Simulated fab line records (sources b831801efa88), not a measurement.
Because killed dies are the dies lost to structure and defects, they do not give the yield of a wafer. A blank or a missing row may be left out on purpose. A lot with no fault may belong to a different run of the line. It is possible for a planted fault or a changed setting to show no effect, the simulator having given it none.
Struck lot and sound lot, side by side	flow sky130	42 steps out of a route of 708
Sound: these wafers, L742.2, L742.3, L742.4. Wafers L759.2, L759.4, L759.5 were the ones struck. The cause is named last.
Order at every step that has rows: each side's tool, ch and its chambers, its first start. Under that, the readings that differ: sound wafers	struck wafers	difference of the means	sigmas: that difference in standard deviations of wafers without a fault.
alike: readings with means less than 2 such deviations apart, plus words and numbers identical on both sides. not compared: withheld readings, readings lacking a value on some wafer, bounds such as >300 that could conceal the same value, and numbers that have no deviation in the record and whose values overlap.
The two part at a step that has a row with sigmas, a row that says differs or no value, or rows on one side only. Numbers that don't overlap but have no deviation are shown without sigmas and don't part them. A reading that every wafer of one side lacks parts them only if that side has two wafers or more.

first, 5 steps without rows for these wafers: SKY_GATE_OXIDE_COAT_05 (resist thk 1140 nm); SKY_GATE_OXIDE_SOFTBAKE_06 (time 60 s); SKY_GATE_OXIDE_EXPOSE_07 (exposes mask LVOM, target cd 600 nm); SKY_GATE_OXIDE_PEB_08; SKY_GATE_OXIDE_DEVELOP_09 (develop time 60 s).
SKY_GATE_OXIDE_OVL_MEAS_10:
  sound on overlay-02, day 13 22:23; struck on overlay-01, day 20 03:18
  alike: GATE_OXIDE_OVL
then, 2 steps without rows for these wafers: SKY_GATE_OXIDE_IMPLANT_11; SKY_GATE_OXIDE_WET_ETCH_12 (etches SiO2 in dHF, target depth 16.8 nm, time 336 s).
SKY_GATE_OXIDE_STRIP_13: strips in O2/N2.
  sound on plasmaAsher-03 ch 0,1, day 13 22:40; struck on plasmaAsher-03 ch 0,1, day 20 03:35
  alike: drypumpMotorCurrentA, oesProductAu, stripTimeToEndpointS
  not compared: rfHoursCounterH
SKY_GATE_OXIDE_TW_MEAS_14:
  sound on filmMetro-02, day 13 22:47; struck on filmMetro-01, day 20 03:41
  alike: GATE_OXIDE_TW
then, 2 steps without rows for these wafers: SKY_GATE_OXIDE_CLEAN_15 (cleans in SC1/SC2, time 150 s); SKY_GATE_OXIDE_OXIDATION_16 (stabilise 600 s, purge 300 s, target thk 3.57 nm).
SKY_POLY_GATE_CVD_00: deposits poly-Si, target thk 180 nm, time 720 s.
  sound on lpcvd-01 ch 0, day 14 01:59; struck on lpcvd-01 ch 0, day 20 05:20
reading	sound	struck	difference	sigmas
model.poly-Si_of_POLY_GATE_CVD_00.thkNm (nm)	181.1 178.3 179.2	73.32 73.33 71.58	-106.79	
  alike: zonePowerLowerPct, zonePowerUpperPct
SKY_POLY_GATE_THK_MEAS_01:
  sound on filmMetro-02, day 14 03:12; struck on filmMetro-01, day 20 06:32
reading	sound	struck	difference	sigmas
POLY_GATE_CVD_00_THK (nm)	181.1 178.2 179.2	73.3 73.3 71.6	-106.8	-82
then, 8 steps without rows for these wafers: SKY_RES_PROTECT_DEHYDRATE_00 (time 60 s); SKY_RES_PROTECT_HMDS_01 (prime time 60 s); SKY_RES_PROTECT_COAT_02 (resist thk 1140 nm); SKY_RES_PROTECT_SOFTBAKE_03 (time 60 s); SKY_RES_PROTECT_EXPOSE_04 (exposes mask RPM, target cd 1270 nm); SKY_RES_PROTECT_PEB_05; SKY_RES_PROTECT_DEVELOP_06 (develop time 60 s); SKY_POLY_GATE_IMPLANT_02.
SKY_RES_PROTECT_STRIP_07: strips in O2/N2.
  sound on plasmaAsher-01 ch 0,1, day 15 05:33; struck on plasmaAsher-04 ch 0,1, day 21 13:17
  alike: drypumpMotorCurrentA, oesProductAu, stripTimeToEndpointS
  not compared: rfHoursCounterH
SKY_RES_PROTECT_TW_MEAS_08:
  sound on filmMetro-04, day 15 05:40; struck on filmMetro-03, day 21 13:23
  alike: POLY_GATE_TW
SKY_RES_PROTECT_CLEAN_09: cleans in SC1/SC2, time 150 s.
  sound on wetBench-02 ch 2, day 15 05:43; struck on wetBench-02 ch 2, day 21 13:26
reading	sound	struck	difference	sigmas
model.poly-Si_of_POLY_GATE_CVD_00.thkNm (nm)	180.5 177.6 178.6	72.69 72.7 70.95	-106.79	
then, 1 step without rows for these wafers: SKY_POLY_GATE_CVD_03 (deposits Si3N4 from DCS/NH3, target thk 75 nm, time 1290 s).
SKY_POLY_GATE_THK_MEAS_04:
  sound on filmMetro-01, day 15 08:02; struck on filmMetro-01, day 21 14:52
  alike: POLY_GATE_CVD_03_THK
then, 8 steps without rows for these wafers: SKY_POLY_GATE_DEHYDRATE_05 (time 60 s); SKY_POLY_GATE_HMDS_06 (prime time 60 s); SKY_POLY_GATE_COAT_07 (resist thk 110 nm); SKY_POLY_GATE_COAT_08 (resist thk 450 nm); SKY_POLY_GATE_SOFTBAKE_09 (time 90 s); SKY_POLY_GATE_EXPOSE_10 (exposes mask P1M, target cd 150 nm); SKY_POLY_GATE_PEB_11; SKY_POLY_GATE_DEVELOP_12 (develop time 60 s).
SKY_POLY_GATE_CD_MEAS_13 targets a cd of 150 nm.
  sound on cdSem-02, day 16 12:28; struck on cdSem-01, day 22 21:29
  alike: cdNm
SKY_POLY_GATE_OVL_MEAS_14:
  sound on overlay-01, day 16 12:35; struck on overlay-02, day 22 21:35
reading	sound	struck	difference	sigmas
POLY_GATE_OVL (nm)	0 2 -3	6 8 16	+10	+2
SKY_POLY_GATE_ETCH_15: etches BARC in N2/H2, stops on SiO2, time 118.5 s, target depth 110 nm.
  sound on rieDiel-02 ch 0,2,3, day 16 12:37; struck on rieDiel-01 ch 0,1,3, day 22 21:37
  alike: drypumpMotorCurrentA, h2FlowSccm, oesProductAu, throttleValvePct
  not compared: rfHoursCounterH
SKY_POLY_GATE_ETCH_16: etches Si3N4 in CH3F/O2, stops on poly-Si, time 147.5 s, target depth 75 nm.
  sound on rieDiel-02 ch 0,2,3, day 16 12:41; struck on rieDiel-01 ch 0,1,3, day 22 21:42
  alike: O2_flow_sccm, drypumpMotorCurrentA, oesProductAu, throttleValvePct
  not compared: rfHoursCounterH
SKY_POLY_GATE_ETCH_17: etches poly-Si in HBr/Cl2, stops on SiO2, target depth 180 nm, time 70.5 s.
  sound on rieSi-01 ch 0,1,2, day 16 12:47; struck on rieSi-01 ch 2,3, day 22 21:48
reading	sound	struck	difference	sigmas
oesProductAu (a.u.)	0.995 0.982 0.982	0.574 0.564 0.556	-0.422	-64
model.etch.depthNm (nm)	179.5 177.6 178.6	72.69 72.7 70.95	-106.45	
model.POLY_GATE.featureDepthNm (nm)	179.5 177.6 178.6	72.69 72.7 70.95	-106.45	
  alike: drypumpMotorCurrentA, throttleValvePct
  not compared: rfHoursCounterH
SKY_POLY_GATE_STRIP_18: strips in O2/N2.
  sound on plasmaAsher-02 ch 0,1, day 16 12:50; struck on plasmaAsher-01 ch 0,1, day 22 21:52
  alike: drypumpMotorCurrentA, oesProductAu, stripTimeToEndpointS
  not compared: rfHoursCounterH
-- a jump in the record: the struck wafers' starts before and after are 27 days apart (it breaks off in module POLY_GATE and resumes in module PAD_OPEN, where the first step shown is number 708 of the route) --
SKY_PAD_OPEN_PROBE_99:
  sound on prober-01, day 45 21:17; struck on prober-02, day 49 21:47
reading	sound	struck	difference	sigmas
killedAtContacts	15 24 21	37 31 25	+11	+2
  alike: killed_at_M0_to_M3, killed_at_M4_up, killedAtFrontEnd, killedAtOther, killedDies, killedOpen, killedShort

== WHERE THEY PART ==
At SKY_POLY_GATE_THK_MEAS_01 first; at SKY_PAD_OPEN_PROBE_99 last (within this record only).

WHY: the cause the simulator had injected
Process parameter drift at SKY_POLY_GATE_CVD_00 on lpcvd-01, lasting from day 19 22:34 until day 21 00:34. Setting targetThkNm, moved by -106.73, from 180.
